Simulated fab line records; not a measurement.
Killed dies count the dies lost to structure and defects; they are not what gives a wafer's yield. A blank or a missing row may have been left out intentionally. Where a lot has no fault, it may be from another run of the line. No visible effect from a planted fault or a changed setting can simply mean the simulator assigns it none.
Which tool was responsible?	flow gf180mcu	Sampling: 14 lots, 42 wafers, 3 of 602 route steps

## WHAT THE GAUGES READ, wafer by wafer
GF_VT_IMPLANT_TW_MEAS_10. Usual: VT_IMPLANT_TW gives 568 (standard deviation 9.2).
lot	measured	on	VT_IMPLANT_TW	flag
L817	day 5 14:29	film-metro-01	584 584 586	
L818	day 5 20:07	film-metro-02	565 563 560	
L819	day 6 02:17	film-metro-02	560 561 560	
L820	day 6 06:38	film-metro-02	563 563 566	
L821	day 6 15:32	film-metro-03	559 559 562	
L822	day 6 19:03	film-metro-01	575 578 580	
L823	day 7 02:17	film-metro-01	585 583 586	
L824	day 7 11:38	film-metro-01	583 584 585	
L825	day 7 14:31	film-metro-03	558 558 558	
L826	day 7 22:05	film-metro-03	557 557 558	
L831	day 9 09:29	film-metro-01	574 576 576	
L833	day 10 05:34	film-metro-03	559 557 558	
L837	day 10 19:28	film-metro-02	563 562 564	
L836	day 10 19:47	film-metro-01	579 578 576	

## EACH LOT AND THE TOOL THAT RAN IT (in order: tool; ch and the chambers of the sampled wafers; start)
lot	GF_NWELL_IMPLANT_09	GF_LVPWELL_STRIP_10
L817	implanter-04 ch 0, day 3 08:22	plasma-asher-01 ch 0,1, day 3 20:59
L818	implanter-04 ch 0, day 3 13:28	plasma-asher-02 ch 0,1, day 4 03:02
L819	implanter-01 ch 0, day 3 17:08	plasma-asher-04 ch 0,1, day 4 07:14
L820	implanter-04 ch 0, day 3 23:14	plasma-asher-01 ch 0,1, day 4 13:14
L821	implanter-03 ch 0, day 4 07:08	plasma-asher-01 ch 0,1, day 4 20:59
L822	implanter-01 ch 0, day 4 10:11	plasma-asher-01 ch 0,1, day 5 00:11
L823	implanter-01 ch 0, day 4 16:43	plasma-asher-02 ch 0,1, day 5 07:17
L824	implanter-04 ch 0, day 5 00:23	plasma-asher-01 ch 0,1, day 5 14:35
L825	implanter-01 ch 0, day 5 03:32	plasma-asher-04 ch 0,1, day 5 17:29
L826	implanter-03 ch 0, day 5 10:29	plasma-asher-02 ch 0,1, day 6 00:41
L831	implanter-01 ch 0, day 6 15:32	plasma-asher-04 ch 0,1, day 7 07:21
L833	implanter-01 ch 0, day 7 09:02	plasma-asher-02 ch 0,1, day 8 01:41
L837	implanter-04 ch 0, day 7 19:56	plasma-asher-02 ch 0,1, day 8 12:39
L836	implanter-01 ch 0, day 7 20:40	plasma-asher-02 ch 0,1, day 8 13:31
- GF_NWELL_IMPLANT_09
- GF_LVPWELL_STRIP_10: strips in O2/N2.

## WHAT THE TOOLS THEMSELVES READ (means of the sampled wafers that have a number; where no wafer has one, the mark that the record gives instead)
GF_NWELL_IMPLANT_09. Usual: beam-energy-keV 160.00, standard deviation 0.053; tilt-deg -0.007 degrees, standard deviation 0.019.
lot	tool	beam-energy-keV	tilt-deg (degrees)	flag
L817	implanter-04	159.94	-0.031	
L818	implanter-04	160.11	-0.012	
L819	implanter-01	160.01	-0.023	
L820	implanter-04	160.01	-0.012	
L821	implanter-03	160.01	-0.003	
L822	implanter-01	160.05	0.019	
L823	implanter-01	160.01	0.001	
L824	implanter-04	160.02	-0.002	
L825	implanter-01	159.94	-0.033	
L826	implanter-03	160.00	0.019	
L831	implanter-01	160.07	0.006	
L833	implanter-01	170.11	-0.014	OFF
L837	implanter-04	160.06	-0.010	
L836	implanter-01	170.14	-0.017	OFF

GF_LVPWELL_STRIP_10. Usual: drypump-motor-current-A 6.07 A, standard deviation 0.25; heater-power-w 357 W, standard deviation 26; oes-product-au 0.723 a.u., standard deviation 0.0047; strip-time-to-endpoint-s 36.98 s, standard deviation 0.11.
lot	tool	drypump-motor-current-A (A)	heater-power-w (W)	oes-product-au (a.u.)	strip-time-to-endpoint-s (s)	flag
L817	plasma-asher-01	5.83	351	0.722	36.88	
L818	plasma-asher-02	6.22	355	0.724	36.84	
L819	plasma-asher-04	5.95	326	0.722	37.02	
L820	plasma-asher-01	5.89	338	0.725	37.00	
L821	plasma-asher-01	5.83	355	0.725	37.03	
L822	plasma-asher-01	5.89	337	0.717	37.06	
L823	plasma-asher-02	6.17	359	0.720	37.09	
L824	plasma-asher-01	5.89	343	0.719	36.94	
L825	plasma-asher-04	5.74	315	0.727	37.03	
L826	plasma-asher-02	6.23	373	0.723	37.01	
L831	plasma-asher-04	5.91	329	0.723	36.89	
L833	plasma-asher-02	6.27	378	0.722	37.09	
L837	plasma-asher-02	6.28	375	0.722	36.92	
L836	plasma-asher-02	6.24	376	0.721	36.90	

## THE ANSWER, worked out from the rows above alone
Rule: a lot is off if the mean of its wafers that have a number lies more than 3 standard deviations from the usual mean. A lot without any number at a reading at which 4 lots or more have one is off too. Where the step has rows for the other lots, those lots are counted as sound. First the gauges in route order, then the tools' own readings, where a lot's mean is used as printed above. At the first step where some lot is off, the reading lying furthest off is the one used; lots without a number count as furthest.
Off: L833, L836, at GF_NWELL_IMPLANT_09 (beam-energy-keV).
A tool fits if, at that step or a process step before it, it ran every lot that is off, and no sound lot after the first of them. One fits: implanter-01 at GF_NWELL_IMPLANT_09. Its last sound lot is L831 (day 6 15:32), its first lot that is off L833 (day 7 09:02): a fault that began between those two fits.
On the lots that are off, the tool's own readings at GF_NWELL_IMPLANT_09 differ by more than 5 times the standard deviation of the sound lots' means, which bears it out; beam-energy-keV reads 170.12 there versus 160.02 on the sound lots.

## WHAT HAD BEEN PUT IN BY THE SIMULATOR
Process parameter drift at GF_NWELL_IMPLANT_09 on implanter-01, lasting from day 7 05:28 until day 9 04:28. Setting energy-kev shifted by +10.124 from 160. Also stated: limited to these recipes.
Struck lots among those shown: L833, L836. This agrees with what the rule above found.
